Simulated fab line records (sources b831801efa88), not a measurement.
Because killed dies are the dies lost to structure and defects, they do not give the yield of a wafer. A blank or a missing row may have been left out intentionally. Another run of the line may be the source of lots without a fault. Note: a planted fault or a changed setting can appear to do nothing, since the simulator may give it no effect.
fab line records -- flow sky130
record lots=14, wafers=42, last-day=50
route steps=708 shown VT_ADJUST_LVTN@118 VT_ADJUST_NCORE@130 SONOS_TUNNEL@158 SONOS_ONO@169
lots that met no fault: from a run of the same line without faults
start-h: hours from the record's first day to the start of the lot's first wafer shown -- wait-h: hours from the lot's prior step to this one -- " unchanged from the row above -- L1.1+2: a single row standing in for several wafers -- - no value, or no start given -- * or withheld: withheld -- < > ~ a bound
route shown NAME@n: names a module that has steps shown in the file, with the first one's number in the route -- usual: the fault-free wafers' mean and standard deviation -- same: alike in all rows -- chamber/n: place in a boat -- sites: per-site readings -- _std_site: the values' standard deviation -- _edge_site: mean of outer sites minus mean of inner sites -- radius-mm: how far each site lies from the wafer's centre -- mask NAME#n: copy n -- behind: the most recent tool/chamber to have shaped the wafer -- hold: why the lot went on hold/how many hours it stayed there/how the hold came to an end -- device: names the non-switching transistor (n, p or np) -- end of line: at the end of the route, the tests of the same wafers -- where a step has no rows: the recipe by itself -- killed: count of dies lost to structure and defects at first sort (not the wafer's yield) -- map: a wafer's dies, marking killed ones x, the rest . and places with no die _
set.NAME: the setting that was run; set.NAME@STEP: the one run at that earlier step -- model.NAME: the simulator's own value behind a step, which no gauge read
route steps across a sampled set of lots; one table per step, one row per wafer
services: the hour from which a tool's chamber was out of use, counted from the record's first day as start-h (under 0 if before that day), plus the number of hours and why
## steps
# step SKY_VT_ADJUST_LVTN_TW_MEAS_21
# usual VT_ADJUST_LVTN_2_TW=189.0/1.1
lot.wafer,tool,chamber,start-h,wait-h,VT_ADJUST_LVTN_2_TW
L333.3,film-metro-04,-,184.88,0.1,189.9
L333.4,film-metro-04,-,184.88,0.1,189.5
L333.6,film-metro-04,-,184.88,0.1,189.4
L339.2,film-metro-04,-,218.92,0.1,190.0
L339.4,film-metro-04,-,218.92,0.1,189.1
L339.5,film-metro-04,-,218.92,0.1,189.2
L340.1,film-metro-04,-,226.31,0.1,189.2
L340.2,film-metro-04,-,226.31,0.1,189.6
L340.4,film-metro-04,-,226.31,0.1,189.9
L343.2,film-metro-01,-,250.68,0.1,190.2
L343.3,film-metro-01,-,250.68,0.1,190.2
L343.4,film-metro-01,-,250.68,0.1,190.4
L344.3,film-metro-01,-,253.88,0.1,190.7
L344.4,film-metro-01,-,253.88,0.1,188.7
L344.5,film-metro-01,-,253.88,0.1,189.8
L345.2,film-metro-04,-,264.83,0.1,187.9
L345.3,film-metro-04,-,264.83,0.1,189.0
L345.6,film-metro-04,-,264.83,0.1,188.8
L346.3,film-metro-03,-,270.78,0.1,187.2
L346.4,film-metro-03,-,270.78,0.1,187.8
L346.5,film-metro-03,-,270.78,0.1,187.7
L347.3,film-metro-01,-,278.08,0.1,189.5
L347.4,film-metro-01,-,278.08,0.1,189.3
L347.6,film-metro-01,-,278.08,0.1,189.4
L348.2,film-metro-03,-,284.07,0.1,187.4
L348.3,film-metro-03,-,284.07,0.1,188.0
L348.4,film-metro-03,-,284.07,0.1,187.2
L349.1,film-metro-01,-,291.36,0.1,190.1
L349.3,film-metro-01,-,291.36,0.1,190.8
L349.4,film-metro-01,-,291.36,0.1,190.2
L350.1,film-metro-04,-,295.01,0.1,190.1
L350.2,film-metro-04,-,295.01,0.1,189.5
L350.4,film-metro-04,-,295.01,0.1,188.5
L351.1,film-metro-03,-,304.41,0.1,188.5
L351.4,film-metro-03,-,304.41,0.1,188.0
L351.5,film-metro-03,-,304.41,0.1,187.8
L352.1,film-metro-03,-,310.36,0.1,187.8
L352.2,film-metro-03,-,310.36,0.1,187.0
L352.4,film-metro-03,-,310.36,0.1,188.2
L353.2,film-metro-01,-,318.58,0.1,189.5
L353.4,film-metro-01,-,318.58,0.1,189.0
L353.5,film-metro-01,-,318.58,0.1,189.4
# step SKY_VT_ADJUST_NCORE_TW_MEAS_11
# usual VT_ADJUST_NCORE_TW=219.9/1.2
lot.wafer,tool,chamber,start-h,wait-h,VT_ADJUST_NCORE_TW
L333.3,film-metro-02,-,206.72,0.1,220.4
L333.4,film-metro-02,-,206.72,0.1,219.5
L333.6,film-metro-02,-,206.72,0.1,219.7
L339.2,film-metro-02,-,241.99,0.1,219.7
L339.4,film-metro-02,-,241.99,0.1,219.3
L339.5,film-metro-02,-,241.99,0.1,219.6
L340.1,film-metro-01,-,249.38,0.1,220.5
L340.2,film-metro-01,-,249.38,0.1,221.7
L340.4,film-metro-01,-,249.38,0.1,221.4
L343.2,film-metro-01,-,274.61,0.1,221.0
L343.3,film-metro-01,-,274.61,0.1,220.9
L343.4,film-metro-01,-,274.61,0.1,222.0
L344.3,film-metro-01,-,277.00,0.1,220.2
L344.4,film-metro-01,-,277.00,0.1,220.9
L344.5,film-metro-01,-,277.00,0.1,222.2
L345.2,film-metro-01,-,287.49,0.1,219.9
L345.3,film-metro-01,-,287.49,0.1,221.0
L345.6,film-metro-01,-,287.49,0.1,221.0
L346.3,film-metro-03,-,294.25,0.1,219.5
L346.4,film-metro-03,-,294.25,0.1,218.0
L346.5,film-metro-03,-,294.25,0.1,220.1
L347.3,film-metro-03,-,302.15,0.1,219.6
L347.4,film-metro-03,-,302.15,0.1,218.1
L347.6,film-metro-03,-,302.15,0.1,218.8
L348.2,film-metro-03,-,307.86,0.1,218.0
L348.3,film-metro-03,-,307.86,0.1,219.1
L348.4,film-metro-03,-,307.86,0.1,218.9
L349.1,film-metro-02,-,315.83,0.1,218.6
L349.3,film-metro-02,-,315.83,0.1,218.4
L349.4,film-metro-02,-,315.83,0.1,219.5
L350.1,film-metro-01,-,320.25,0.1,221.0
L350.2,film-metro-01,-,320.25,0.1,221.0
L350.4,film-metro-01,-,320.25,0.1,220.6
L351.1,film-metro-01,-,330.43,0.1,220.8
L351.4,film-metro-01,-,330.43,0.1,220.7
L351.5,film-metro-01,-,330.43,0.1,220.8
L352.1,film-metro-03,-,336.88,0.1,219.5
L352.2,film-metro-03,-,336.88,0.1,219.0
L352.4,film-metro-03,-,336.88,0.1,218.8
L353.2,film-metro-03,-,345.54,0.1,219.1
L353.4,film-metro-03,-,345.54,0.1,220.1
L353.5,film-metro-03,-,345.54,0.1,219.5
# step SKY_SONOS_TUNNEL_EXPOSE_04
# recipe mask-id=TUNM, na=0.6, source-shape=conventional, sigma-outer=0.6, polarization=unpolarized, target-cd-nm=410, dose-mj=136
# usual exposure-dose-mJ-cm2=135.98/0.16, focus-offset-nm=0.0/0.53
lot.wafer,tool,chamber,start-h,wait-h,mask,exposure-dose-mJ-cm2,focus-offset-nm
L333.3,iline-stepper-02,0,263.13,-,TUNM#0,136.17,0.7
L333.4,iline-stepper-02,0,263.13,-,TUNM#0,135.92,0.3
L333.6,iline-stepper-02,0,263.13,-,TUNM#0,136.00,0.4
L339.2,iline-stepper-01,-,300.08,-,TUNM#0,-,-
L339.4,iline-stepper-01,-,300.08,-,TUNM#0,-,-
L339.5,iline-stepper-01,-,300.08,-,TUNM#0,-,-
L340.1,iline-stepper-01,-,308.54,-,TUNM#0,-,-
L340.2,iline-stepper-01,-,308.54,-,TUNM#0,-,-
L340.4,iline-stepper-01,-,308.54,-,TUNM#0,-,-
L343.2,iline-stepper-02,0,336.20,-,TUNM#0,136.07,0.3
L343.3,iline-stepper-02,0,336.20,-,TUNM#0,136.08,0.5
L343.4,iline-stepper-02,0,336.20,-,TUNM#0,135.96,0.1
L344.3,iline-stepper-02,0,339.16,-,TUNM#0,135.97,0.7
L344.4,iline-stepper-02,0,339.16,-,TUNM#0,136.02,0.2
L344.5,iline-stepper-02,0,339.16,-,TUNM#0,136.12,-0.2
L345.2,iline-stepper-02,0,350.10,-,TUNM#0,135.78,1.2
L345.3,iline-stepper-02,0,350.10,-,TUNM#0,135.88,0.9
L345.6,iline-stepper-02,0,350.10,-,TUNM#0,135.89,0.9
L346.3,iline-stepper-02,0,360.37,-,TUNM#0,136.27,-0.4
L346.4,iline-stepper-02,0,360.37,-,TUNM#0,136.20,0.0
L346.5,iline-stepper-02,0,360.37,-,TUNM#0,136.05,-0.1
L347.3,iline-stepper-01,0,368.44,-,TUNM#0,135.96,-0.3
L347.4,iline-stepper-01,0,368.44,-,TUNM#0,135.96,0.1
L347.6,iline-stepper-01,0,368.44,-,TUNM#0,135.88,-0.9
L348.2,iline-stepper-01,0,376.44,-,TUNM#0,135.89,0.1
L348.3,iline-stepper-01,0,376.44,-,TUNM#0,136.12,0.3
L348.4,iline-stepper-01,0,376.44,-,TUNM#0,136.16,1.1
L349.1,iline-stepper-02,0,385.35,-,TUNM#0,136.05,0.8
L349.3,iline-stepper-02,0,385.35,-,TUNM#0,136.09,0.8
L349.4,iline-stepper-02,0,385.35,-,TUNM#0,135.98,0.5
L350.1,iline-stepper-01,0,389.74,-,TUNM#0,135.79,0.0
L350.2,iline-stepper-01,0,389.74,-,TUNM#0,135.72,-0.3
L350.4,iline-stepper-01,0,389.74,-,TUNM#0,135.89,0.6
L351.1,iline-stepper-01,0,401.32,-,TUNM#0,136.08,0.4
L351.4,iline-stepper-01,0,401.32,-,TUNM#0,136.07,0.0
L351.5,iline-stepper-01,0,401.32,-,TUNM#0,135.83,0.2
L352.1,iline-stepper-02,0,408.41,-,TUNM#0,135.99,-0.3
L352.2,iline-stepper-02,0,408.41,-,TUNM#0,136.09,-0.4
L352.4,iline-stepper-02,0,408.41,-,TUNM#0,136.12,0.4
L353.2,iline-stepper-02,0,417.78,-,TUNM#0,136.35,0.5
L353.4,iline-stepper-02,0,417.78,-,TUNM#0,136.04,0.6
L353.5,iline-stepper-02,0,417.78,-,TUNM#0,135.94,0.6
# step SKY_SONOS_ONO_THK_MEAS_01
# recipe reads=SiO2_of_SONOS_ONO_OXIDATION_00
# usual SONOS_ONO_OXIDATION_THK=2.58/0.05
lot.wafer,tool,chamber,start-h,wait-h,SONOS_ONO_OXIDATION_THK[nm]
L333.3,film-metro-03,-,278.56,0.0,2.55
L333.4,film-metro-03,-,278.56,0.0,2.58
L333.6,film-metro-03,-,278.56,0.0,2.55
L343.2,film-metro-02,-,352.35,0.0,2.64
L343.3,film-metro-02,-,352.35,0.0,2.64
L343.4,film-metro-02,-,352.35,0.0,2.64
L344.3,film-metro-01,-,354.88,0.0,2.65
L344.4,film-metro-01,-,354.88,0.0,2.67
L344.5,film-metro-01,-,354.88,0.0,2.61
L345.2,film-metro-01,-,366.88,0.0,2.67
L345.3,film-metro-01,-,366.88,0.0,2.66
L345.6,film-metro-01,-,366.88,0.0,2.66
L346.3,film-metro-01,-,379.78,0.0,2.56
L346.4,film-metro-01,-,379.78,0.0,2.63
L346.5,film-metro-01,-,379.78,0.0,2.63
L347.3,film-metro-01,-,384.77,0.0,2.57
L347.4,film-metro-01,-,384.77,0.0,2.56
L347.6,film-metro-01,-,384.77,0.0,2.62
L348.2,film-metro-01,-,393.42,0.0,2.49
L348.3,film-metro-01,-,393.42,0.0,2.55
L348.4,film-metro-01,-,393.42,0.0,2.53
L349.1,film-metro-02,-,401.33,0.0,2.55
L349.3,film-metro-02,-,401.33,0.0,2.61
L349.4,film-metro-02,-,401.33,0.0,2.53
L350.1,film-metro-02,-,406.94,0.0,2.54
L350.2,film-metro-02,-,406.94,0.0,2.54
L350.4,film-metro-02,-,406.94,0.0,2.56
L351.1,film-metro-01,-,420.29,0.0,2.58
L351.4,film-metro-01,-,420.29,0.0,2.63
L351.5,film-metro-01,-,420.29,0.0,2.55
L352.1,film-metro-03,-,425.17,0.0,2.46
L352.2,film-metro-03,-,425.17,0.0,2.52
L352.4,film-metro-03,-,425.17,0.0,2.50
L353.2,film-metro-03,-,434.66,0.0,2.57
L353.4,film-metro-03,-,434.66,0.0,2.54
L353.5,film-metro-03,-,434.66,0.0,2.56
## services
tool,chamber,start-h,hours,kind
iline-stepper-02,-,308.13,1.1,repair
iline-stepper-02,0,309.49,-,calibration
iline-stepper-02,-,326.95,8.9,pm
iline-stepper-02,-,346.81,1.7,pm
iline-stepper-01,-,362.79,1.7,pm
## key
first-sign step=SKY_SONOS_TUNNEL_EXPOSE_04, reading=tool-record, direction=missing
effect none on later readings
met-at SKY_SONOS_TUNNEL_EXPOSE_04
struck-lots L339,L340
later-rows-left-out L339.2,L339.4,L339.5,L340.1,L340.2,L340.4
sort-left-out L339.2,L339.4,L339.5,L340.1,L340.2,L340.4
tester-left-out L339,L340
not-acting-at SKY_VT_ADJUST_LVTN_TW_MEAS_21,SKY_VT_ADJUST_NCORE_TW_MEAS_11,SKY_SONOS_ONO_THK_MEAS_01
fault kind=skipped-step-whole, tool=iline-stepper-01, chamber=-, onset-h=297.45, steps=SKY_SONOS_TUNNEL_EXPOSE_04, scope=struck-lots-only
# tester-left-out: of these lots the tester's yield and bins aren't shown, on N5 and GAA mostly nor the transistor test; their killed dies are dies lost to structure and defects alone, not to doping, threshold or leakage, so they don't give the yield
# sort-left-out: the simulated sort isn't trusted on such a fault, so these wafers' sort isn't shown, and their yield isn't known
# later-rows-left-out: the simulator's readings of these wafers behind a module that went badly wrong aren't trusted and aren't shown, but for the sort
